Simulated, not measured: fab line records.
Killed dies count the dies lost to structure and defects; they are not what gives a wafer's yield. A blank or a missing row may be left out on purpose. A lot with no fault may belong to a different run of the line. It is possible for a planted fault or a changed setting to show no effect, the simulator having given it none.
Comparing a struck lot with a sound one | flow sky130 | 19 steps out of a route of 708
Sound: these wafers, L469.2, L469.5, L469.6. Struck: wafers L483.1, L483.4, L483.5. The cause is named last.
Each step with rows lists, per side, the tool, then ch with its chambers, then its first start. Under that, the readings that differ: sound wafers | struck wafers | difference of the means | sigmas: that difference in standard deviations of wafers without a fault.
alike: readings whose means differ by less than 2 such deviations, and words and numbers that are the same on both sides. not compared: withheld readings, readings that some wafer has no value for, bounds like >300 that may hide the same value, and numbers for which the record gives no deviation and whose values overlap.
A row with sigmas, a row that says differs or no value, or rows on one side alone: a step with any of these is where the two part. Numbers that have no deviation but don't overlap get no sigmas and don't part them. Lack of a reading on every wafer of one side parts them only where that side has two or more wafers.

first, 1 step without rows for these wafers: SKY_VT_ADJUST_HVTR_DEVELOP_06 (develop time 60 s).
SKY_VT_ADJUST_HVTR_CD_MEAS_07 targets a cd of 380 nm.
  sound: cd_sem-02 at day 9 15:58; struck: cd_sem-01 at day 13 21:46
  alike: cd_nm
SKY_VT_ADJUST_HVTR_OVL_MEAS_08:
  sound: overlay-02 at day 9 16:04; struck: overlay-01 at day 13 21:53
  alike: VT_ADJUST_HVTR_OVL
next, for these wafers, 1 step has no rows: SKY_VT_ADJUST_HVTR_IMPLANT_09.
SKY_VT_ADJUST_HVTR_STRIP_10: strips in O2/N2.
  sound on plasma_asher-03 ch 0,1, day 9 16:15; struck on plasma_asher-02 ch 0,1, day 13 22:04
  alike: drypump_motor_current_A, oes_product_au, strip_time_to_endpoint_s
  not compared: rf_hours_counter_h
SKY_VT_ADJUST_HVTR_TW_MEAS_11:
  sound: film_metro-03 at day 9 16:22; struck: film_metro-02 at day 13 22:10
  alike: VT_ADJUST_HVTR_TW
then, 6 steps without rows for these wafers: SKY_VT_ADJUST_PCH_DEHYDRATE_00 (time 60 s); SKY_VT_ADJUST_PCH_HMDS_01 (prime time 60 s); SKY_VT_ADJUST_PCH_COAT_02 (resist thk 3000 nm); SKY_VT_ADJUST_PCH_SOFTBAKE_03; SKY_VT_ADJUST_PCH_EXPOSE_04 (exposes mask NWM, target cd 840 nm); SKY_VT_ADJUST_PCH_PEB_05.
SKY_VT_ADJUST_PCH_DEVELOP_06: develop time 60 s.
  sound on litho_track-02 ch 0, day 10 14:00; struck on litho_track-02 ch 0, day 14 23:00
  alike: developer_temp_C
SKY_VT_ADJUST_PCH_OVL_MEAS_07:
  sound: overlay-01 at day 10 14:18; struck: overlay-01 at day 15 00:09
  reading                | sound       | struck | difference                    | sigmas
  VT_ADJUST_PCH_OVL (nm) | 2.7 0.6 1.1 | - - -  | no value on the struck wafers |
next, for these wafers, 1 step has no rows: SKY_VT_ADJUST_PCH_IMPLANT_08.
SKY_VT_ADJUST_PCH_STRIP_09: strips in O2/N2.
  sound on plasma_asher-02 ch 0,1, day 10 14:29; struck on plasma_asher-01 ch 0,1, day 15 00:20
  alike: drypump_motor_current_A, oes_product_au, strip_time_to_endpoint_s
  not compared: rf_hours_counter_h
SKY_VT_ADJUST_PCH_TW_MEAS_10:
  sound: film_metro-01 at day 10 14:35; struck: film_metro-03 at day 15 00:26
  reading          | sound             | struck         | difference | sigmas
  VT_ADJUST_PCH_TW | 140.3 140.0 139.9 | 30.6 30.4 30.4 | -109.6     | -55
then, 1 step without rows for these wafers: SKY_SONOS_TUNNEL_DEHYDRATE_00 (time 60 s).
-- record jumps: 34 days separate the struck wafers' starts on either side; left off in module SONOS_TUNNEL, taken up again in module PAD_OPEN, whose first shown step is the route's number 708 --
SKY_PAD_OPEN_PROBE_99:
  sound: prober-02 at day 45 22:19; struck: prober-01 at day 49 03:37
  reading             | sound    | struck      | difference | sigmas
  killed_at_front_end | 23 17 20 | 433 417 401 | +397       | +86
  killed_at_other     | 0 4 0    | 0 0 0       | -1         | -2
  killed_dies         | 89 86 90 | 492 492 492 | +404       | +44
  killed_on_rim       | 20 14 17 | 96 96 96    | +79        | +21
  alike: killed_at_M0_to_M3, killed_at_M4_up, killed_at_contacts, killed_open, killed_short

WHERE THEY PART
First at SKY_VT_ADJUST_PCH_OVL_MEAS_07; last, within this record, at SKY_PAD_OPEN_PROBE_99.

WHY: the cause the simulator had injected
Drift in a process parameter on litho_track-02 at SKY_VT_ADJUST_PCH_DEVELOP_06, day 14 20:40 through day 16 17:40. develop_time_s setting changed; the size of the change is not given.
